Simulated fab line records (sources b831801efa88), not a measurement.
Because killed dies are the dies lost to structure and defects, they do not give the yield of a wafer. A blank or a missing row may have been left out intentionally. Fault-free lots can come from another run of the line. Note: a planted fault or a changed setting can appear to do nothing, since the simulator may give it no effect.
Which tool was responsible? / flow gf180mcu / at 1 step of a route of 602, 7 lots with 21 wafers sampled

## WHAT THE GAUGES READ, wafer by wafer
GF_V3_RS_MEAS_24: measures by four-point-probe.
lot=L569; measured=day 22 18:53; on=filmMetro-02; V3_W_RS (ohm/sq)=0.323 0.323 0.322
lot=L571; measured=day 23 16:58; on=filmMetro-02; V3_W_RS (ohm/sq)=0.328 0.324 0.323
lot=L577; measured=day 25 13:13; on=filmMetro-01; V3_W_RS (ohm/sq)=0.327 0.325 0.327
lot=L583; measured=day 27 19:34; on=filmMetro-02; V3_W_RS (ohm/sq)=0.330 0.329 0.329
lot=L586; measured=day 28 13:12; on=filmMetro-01; V3_W_RS (ohm/sq)=0.327 0.330 0.329
lot=L588; measured=day 28 22:10; on=filmMetro-01; V3_W_RS (ohm/sq)=0.329 0.330 0.328
lot=L591; measured=day 29 17:19; on=filmMetro-04; V3_W_RS (ohm/sq)=0.323 0.327 0.327

## WHICH TOOL RAN EACH LOT (tool, then ch and the chambers of the sampled wafers, then the start)
No process step before these readings appears in the record.

## THE ANSWER, worked out from the rows above alone
Rule: the usual values come from the lots themselves. The widest of any qualifying gaps counts: lots, ordered by their means at a reading, are off when they make up no more than a third of the lots, leave a main group of 4 or more, and stand apart from it by 3 or more times the standard deviation of that group's means. A main group is skipped when, at the precision printed for the reading in the tables above, its means are all equal. A lot without any number at a reading at which 4 lots or more have one is off too. The other lots that the step has rows for count as sound.
Across all readings shown, no lot is off: no conclusion can be drawn from this.

## WHAT HAD BEEN PUT IN BY THE SIMULATOR
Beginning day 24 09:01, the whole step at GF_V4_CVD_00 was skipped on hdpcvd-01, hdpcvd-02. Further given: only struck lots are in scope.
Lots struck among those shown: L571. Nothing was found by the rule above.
